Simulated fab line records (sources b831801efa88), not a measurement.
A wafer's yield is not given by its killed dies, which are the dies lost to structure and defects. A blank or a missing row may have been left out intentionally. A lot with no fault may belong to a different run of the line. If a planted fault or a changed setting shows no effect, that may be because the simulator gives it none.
fab line records	flow sky130
record: lots: 6	wafers: 18	last_day: 50
route steps=708 shown SPACER@305 POLY_CUT@307 SD_P@320
lots that met no fault: taken from a fault-free run of the same line
start_h: hours from the record's opening day to when the first of the lot's shown wafers began	wait_h: hours from the lot's prior step to this one	" the same as in the row above	L1.1+2: one row covering several wafers at once	- no value, or no start was given	* or withheld: withheld	< > ~ a bound
route shown NAME@n: names a module that has steps shown in the file, with the first one's number in the route	usual: mean and standard deviation over wafers with no fault	same: alike in all rows	chamber/n: place in a boat	sites: per-site readings	_std_site: how widely they spread, as a standard deviation	_edge_site: the outer-site mean with the inner-site mean subtracted	radius_mm: how far each site lies from the wafer's centre	mask NAME#n: copy n	behind: the tool/chamber that last shaped the wafer	hold: reason for holding the lot/hours on hold/outcome of the hold	device: which transistor (n, p or np) failed to switch	end of line: at the end of the route, the tests of the same wafers	a step without rows: its recipe alone	killed: not the wafer's yield, but the dies lost to structure and defects at the first sort	map: a wafer's dies, x killed, . not, _ none there
set.NAME: the setting the step ran with; set.NAME@STEP: the setting that earlier step ran with	model.NAME: the simulator's own value behind a step, which no gauge read
lots seen at some steps along the route; tables by step, rows by wafer
services: the hour from which a tool's chamber was out of use, counted from the record's first day as start_h (under 0 if before that day), plus the number of hours and why
== steps ==
step: SKY_SPACER_THK_MEAS_01
recipe: reads: Si3N4_of_SPACER_CVD_00
usual: SPACER_CVD_00_THK: 43.0/0.35
lot.wafer	tool	chamber	start_h	wait_h	SPACER_CVD_00_THK[nm]
L760.2	film_metro-04	-	585.79	0.0	43.6
L760.3	"	-	"	"	43.5
L760.6	"	-	"	"	43.5
L761.2	film_metro-04	-	603.56	0.0	42.9
L761.3	"	-	"	"	42.9
L761.5	"	-	"	"	43.4
L764.3	film_metro-01	-	612.14	0.0	43.0
L764.4	"	-	"	"	43.1
L764.5	"	-	"	"	42.8
L772.1	film_metro-01	-	671.18	0.0	43.1
L772.3	"	-	"	"	43.2
L772.6	"	-	"	"	43.5
L774.2	film_metro-01	-	686.42	0.0	43.5
L774.3	"	-	"	"	43.5
L774.4	"	-	"	"	43.3
L776.1	film_metro-02	-	701.58	0.0	42.9
L776.2	"	-	"	"	43.2
L776.6	"	-	"	"	42.8
step: SKY_SPACER_ETCHBACK_02
recipe: chemistry: CH3F/O2	target: Si3N4	stop_on: SiO2	source_w: 400	bias_w: 80	pressure_mtorr: 25	ch3f_flow_sccm: 40	O2_flow_sccm: 30	time_s: 46.7	target_depth_a: 450
usual: ch3f_flow_sccm: 39.98/0.12	drypump_motor_current_A: 5.7/0.54	oes_product_au: 0.854/0.0058	throttle_valve_pct: 10.563/0.0096
lot.wafer	tool	chamber	start_h	wait_h	ch3f_flow_sccm	drypump_motor_current_A	oes_product_au	rf_hours_counter_h	throttle_valve_pct
L760.2	rie_diel-02	2	585.84	0.0	40.10	4.7	0.861	0	10.564
L760.3	"	1	"	"	39.92	4.9	0.855	9	10.566
L760.6	"	0	"	"	39.87	4.8	0.867	-	10.571
L761.2	rie_diel-02	1	603.61	0.0	39.96	4.9	0.857	9	10.563
L761.3	"	0	"	"	39.71	4.8	0.844	39	10.557
L761.5	"	1	"	"	40.06	4.9	0.857	-	10.567
L764.3	rie_diel-01	2	612.18	0.0	39.96	6.4	0.862	26	10.555
L764.4	"	0	"	"	39.89	6.1	0.852	13	10.573
L764.5	"	3	"	"	39.99	6.0	0.852	-	10.578
L772.1	rie_diel-04	1	671.24	0.1	40.17	5.7	0.857	7	10.549
L772.3	"	3	"	"	40.12	5.5	0.856	2	10.565
L772.6	"	3	"	"	40.09	5.5	0.853	-	10.560
L774.2	rie_diel-04	0	686.47	0.0	40.20	6.3	0.867	4	10.581
L774.3	"	3	"	"	39.99	5.5	0.860	2	10.543
L774.4	"	2	"	"	39.98	5.9	0.855	11	10.561
L776.1	rie_diel-02	3	701.64	0.1	39.84	5.5	0.855	7	10.571
L776.2	"	1	"	"	39.89	4.9	0.861	12	10.567
L776.6	"	0	"	"	39.97	4.8	0.852	-	10.565
step: SKY_POLY_CUT_DEHYDRATE_00
recipe: temp_c: 200	time_s: 60
step: SKY_POLY_CUT_HMDS_01
recipe: prime_time_s: 60	prime_temp_c: 120
step: SKY_POLY_CUT_COAT_02
recipe: resist: BARC	temp_c: withheld	time_s: withheld	spin_rpm: 3000	resist_thk_nm: 60
step: SKY_POLY_CUT_COAT_03
recipe: resist: KrF-thick	spin_rpm: 3000	resist_thk_nm: 450
step: SKY_POLY_CUT_SOFTBAKE_04
recipe: temp_c: 100	time_s: 90	resist: KrF-thick
step: SKY_POLY_CUT_EXPOSE_05
recipe: mask_id: NPCM	na: 0.8	source_shape: annular	sigma_inner: 0.55	sigma_outer: 0.85	target_cd_nm: 270	dose_mj: 32
step: SKY_POLY_CUT_PEB_06
recipe: peb_temp_c: withheld	peb_time_s: withheld	resist: KrF-thick
step: SKY_POLY_CUT_DEVELOP_07
recipe: develop_time_s: 60	resist: KrF-thick	dev_temp_c: 21
step: SKY_POLY_CUT_CD_MEAS_08
recipe: target_cd_nm: 270
usual: cd_nm: 270.3/1.4
lot.wafer	tool	chamber	start_h	wait_h	cd_nm
L760.2	cd_sem-01	-	614.35	-	271.8
L760.3	"	-	"	"	272.1
L760.6	"	-	"	"	272.0
L761.2	cd_sem-01	-	632.38	-	270.1
L761.3	"	-	"	"	268.3
L761.5	"	-	"	"	269.2
L764.3	cd_sem-02	-	641.40	-	269.1
L764.4	"	-	"	"	269.2
L764.5	"	-	"	"	270.3
L772.1	cd_sem-02	-	699.03	-	271.0
L772.3	"	-	"	"	271.1
L772.6	"	-	"	"	272.5
L774.2	cd_sem-01	-	714.18	-	267.9
L774.3	"	-	"	"	267.4
L774.4	"	-	"	"	266.9
L776.1	cd_sem-02	-	729.28	-	271.6
L776.2	"	-	"	"	271.3
L776.6	"	-	"	"	271.6
step: SKY_POLY_CUT_OVL_MEAS_09
usual: POLY_CUT_OVL: 2/5.6
lot.wafer	tool	chamber	start_h	wait_h	POLY_CUT_OVL[nm]
L760.2	overlay-02	-	614.45	0.1	2
L760.3	"	-	"	"	0
L760.6	"	-	"	"	4
L761.2	overlay-02	-	632.49	0.1	-1
L761.3	"	-	"	"	9
L761.5	"	-	"	"	5
L764.3	overlay-02	-	641.49	0.1	-3
L764.4	"	-	"	"	3
L764.5	"	-	"	"	-4
L772.1	overlay-01	-	699.15	0.1	10
L772.3	"	-	"	"	10
L772.6	"	-	"	"	14
L774.2	overlay-02	-	714.29	0.1	2
L774.3	"	-	"	"	-3
L774.4	"	-	"	"	5
L776.1	overlay-02	-	729.40	0.1	-5
L776.2	"	-	"	"	9
L776.6	"	-	"	"	6
step: SKY_POLY_CUT_ETCH_10
recipe: chemistry: N2/H2	target: BARC	ion_energy_ev: 200	source_w: 500	bias_w: 100	pressure_mtorr: 30	n2_flow_sccm: 100	h2_flow_sccm: 200	stop_on: SiO2	time_s: 45.9	target_depth_a: 600
usual: drypump_motor_current_A: 5.6/0.55	oes_product_au: 0.855/0.0051	rf_fwd_power_W: 495.0/2.5	throttle_valve_pct: 13.224/0.0084
lot.wafer	tool	chamber	start_h	wait_h	drypump_motor_current_A	oes_product_au	rf_fwd_power_W	rf_hours_counter_h	throttle_valve_pct	model.KrF-thick_of_POLY_CUT_COAT_03.thk_nm
L760.2	rie_diel-03	1	614.48	0.0	5.8	0.853	493.9	3	13.240	407
L760.3	"	3	"	"	6.2	0.850	491.3	8	13.225	407.3
L760.6	"	2	"	"	5.7	0.850	490.0	-	13.230	406.4
L761.2	rie_diel-03	1	632.52	0.0	5.8	0.854	496.2	4	13.230	408.8
L761.3	"	2	"	"	5.7	0.854	492.6	2	13.203	407.3
L761.5	"	1	"	"	5.8	0.846	495.0	-	13.223	410.5
L764.3	rie_diel-03	0	641.52	0.0	5.5	0.858	495.6	29	13.223	407.5
L764.4	"	3	"	"	6.2	0.855	490.3	8	13.237	407.2
L764.5	"	0	"	"	5.5	0.861	496.8	-	13.233	407.4
L772.1	rie_diel-02	3	699.19	0.0	5.5	0.854	492.5	6	13.215	408.2
L772.3	"	0	"	"	4.8	0.862	498.3	41	13.225	408.9
L772.6	"	0	"	"	4.8	0.864	498.4	-	13.218	409.2
L774.2	rie_diel-03	0	714.32	0.0	5.5	0.852	418.3	32	13.225	412.4
L774.3	"	1	"	"	5.8	0.848	412.2	6	13.211	410.8
L774.4	"	3	"	"	6.2	0.854	412.5	11	13.233	412.2
L776.1	rie_diel-03	3	729.43	0.0	6.2	0.861	411.0	11	13.213	412.5
L776.2	"	1	"	"	5.8	0.855	414.3	6	13.223	414.1
L776.6	"	2	"	"	5.8	0.852	415.0	-	13.224	414
step: SKY_POLY_CUT_ETCH_11
recipe: target: Si3N4	chemistry: CF4/CH2F2/Ar	stop_on: poly-Si	source_w: 600	bias_w: 150	pressure_mtorr: 40	cf4_flow_sccm: 40	ch2f2_flow_sccm: 20	Ar_flow_sccm: 150	time_s: 42.5	target_depth_a: 600
usual: drypump_motor_current_A: 5.6/0.55	mfc_ar_sccm: 150.0/0.47	oes_product_au: 0.825/0.0064	rf_fwd_power_W: 593/3.2	throttle_valve_pct: 14.994/0.0096
lot.wafer	tool	chamber	start_h	wait_h	drypump_motor_current_A	mfc_ar_sccm	oes_product_au	rf_fwd_power_W	rf_hours_counter_h	throttle_valve_pct
L760.2	rie_diel-03	1	614.53	0.0	5.8	150.9	0.829	591	3	14.996
L760.3	"	3	"	"	6.2	149.9	0.828	586	8	14.993
L760.6	"	2	"	"	5.8	150.9	0.830	592	-	14.997
L761.2	rie_diel-03	1	632.56	0.0	5.8	150.2	0.827	593	4	15.007
L761.3	"	2	"	"	5.8	149.9	0.833	591	2	14.994
L761.5	"	1	"	"	5.8	149.9	0.823	598	-	14.984
L764.3	rie_diel-03	0	641.56	0.0	5.5	150.3	0.824	595	30	14.987
L764.4	"	3	"	"	6.2	149.7	0.827	588	8	14.992
L764.5	"	0	"	"	5.5	150.1	0.820	595	-	14.988
L772.1	rie_diel-02	3	699.23	0.0	5.5	150.3	0.820	591	7	14.995
L772.3	"	0	"	"	4.8	149.9	0.820	595	42	14.996
L772.6	"	0	"	"	4.8	150.3	0.821	596	-	14.985
L774.2	rie_diel-03	0	714.36	0.0	5.5	150.4	0.826	593	32	14.992
L774.3	"	1	"	"	5.8	150.1	0.814	593	6	15.004
L774.4	"	3	"	"	6.2	150.1	0.818	590	11	15.011
L776.1	rie_diel-03	3	729.48	0.0	6.2	149.7	0.830	588	11	15.000
L776.2	"	1	"	"	5.8	150.6	0.841	590	6	14.985
L776.6	"	2	"	"	5.8	148.6	0.829	593	-	14.993
step: SKY_POLY_CUT_STRIP_12
recipe: chemistry: O2/N2	power_w: 1400	pressure_mtorr: 1500	platen_temp_c: withheld	o2_flow_sccm: 3000	n2_flow_sccm: 300	overash_fraction: 0.5
usual: drypump_motor_current_A: 5.6/0.39	oes_product_au: 0.452/0.0047	strip_time_to_endpoint_s: 5.353/0.014
lot.wafer	tool	chamber	start_h	wait_h	drypump_motor_current_A	oes_product_au	rf_hours_counter_h	strip_time_to_endpoint_s
L760.2	plasma_asher-04	0	614.57	0.0	6.1	0.455	81	5.367
L760.3	"	0	"	"	6.1	0.458	-	5.353
L760.6	"	1	"	"	6.1	0.447	-	5.327
L761.2	plasma_asher-02	0	632.60	0.0	5.1	0.444	18	5.361
L761.3	"	1	"	"	5.4	0.458	-	5.352
L761.5	"	0	"	"	5.1	0.450	-	5.376
L764.3	plasma_asher-02	1	641.63	0.1	5.4	0.460	-	5.348
L764.4	"	0	"	"	5.1	0.452	-	5.348
L764.5	"	1	"	"	5.4	0.456	-	5.354
L772.1	plasma_asher-02	1	699.27	0.0	5.4	0.448	25	5.355
L772.3	"	1	"	"	5.4	0.464	-	5.367
L772.6	"	1	"	"	5.3	0.453	-	5.359
L774.2	plasma_asher-03	1	714.40	0.0	5.9	0.457	59	5.386
L774.3	"	1	"	"	5.9	0.447	-	5.394
L774.4	"	0	"	"	5.3	0.450	-	5.383
L776.1	plasma_asher-03	0	729.52	0.0	5.3	0.443	61	5.400
L776.2	"	1	"	"	5.9	0.456	61	5.418
L776.6	"	1	"	"	5.9	0.450	-	5.416
step: SKY_SD_P_DEHYDRATE_00
recipe: temp_c: 200	time_s: 60
== services ==
tool	chamber	start_h	hours	kind
rie_diel-03	2	562.07	5.6	repair
plasma_asher-04	-	563.93	1.2	repair
rie_diel-04	2	568.23	7.2	repair
rie_diel-04	0	571.94	7.0	repair
rie_diel-02	3	576.00	18.3	repair
rie_diel-04	3	578.96	-	clean
rie_diel-04	3	578.96	18.3	scheduled_down
rie_diel-04	3	578.96	18.3	vent_cycle
plasma_asher-03	-	582.46	0.4	repair
rie_diel-04	-	586.17	14.6	pm
rie_diel-02	2	588.20	5.2	repair
rie_diel-02	-	593.50	2.8	pm
rie_diel-01	1	654.22	4.0	repair
rie_diel-03	-	661.81	1.2	repair
rie_diel-03	-	668.61	0.7	repair
rie_diel-01	1	673.06	23.8	repair
rie_diel-01	1	696.89	-	clean
rie_diel-01	1	696.89	31.0	scheduled_down
rie_diel-01	1	696.89	31.0	vent_cycle
rie_diel-01	2	705.83	6.2	repair
rie_diel-02	3	721.32	6.1	repair
rie_diel-02	3	728.41	6.9	repair
== key ==
first_sign: step: SKY_POLY_CUT_ETCH_10	reading: rf_fwd_power_W	direction: down	sigmas: 33	usual: 495.0	struck: 413.9
effect: step: SKY_POLY_CUT_STRIP_12	reading: strip_time_to_endpoint_s	direction: up	sigmas: 3.3	usual: *	struck: *
model_effect: step: SKY_POLY_CUT_ETCH_10	value: KrF-thick_of_POLY_CUT_COAT_03.thk_nm	without: 408.6	struck: 412.6
met_at SKY_POLY_CUT_ETCH_10
struck_wafers L774.2,L774.3,L774.4,L776.1,L776.2,L776.6
tester_left_out L774,L776
onset_between 641.52 714.32
fault: kind: process_parameter_drift	tool: rie_diel-03	chamber: -	onset_h: 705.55	steps: SKY_POLY_CUT_ETCH_10	channel: source_w	offset: -80	shape: step	end_h: 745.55	acts_in: these_recipes_only	stated: 500
tester_left_out: of these lots the tester's yield and bins aren't shown, on N5 and GAA mostly nor the transistor test; their killed dies are dies lost to structure and defects alone, not to doping, threshold or leakage, so they don't give the yield
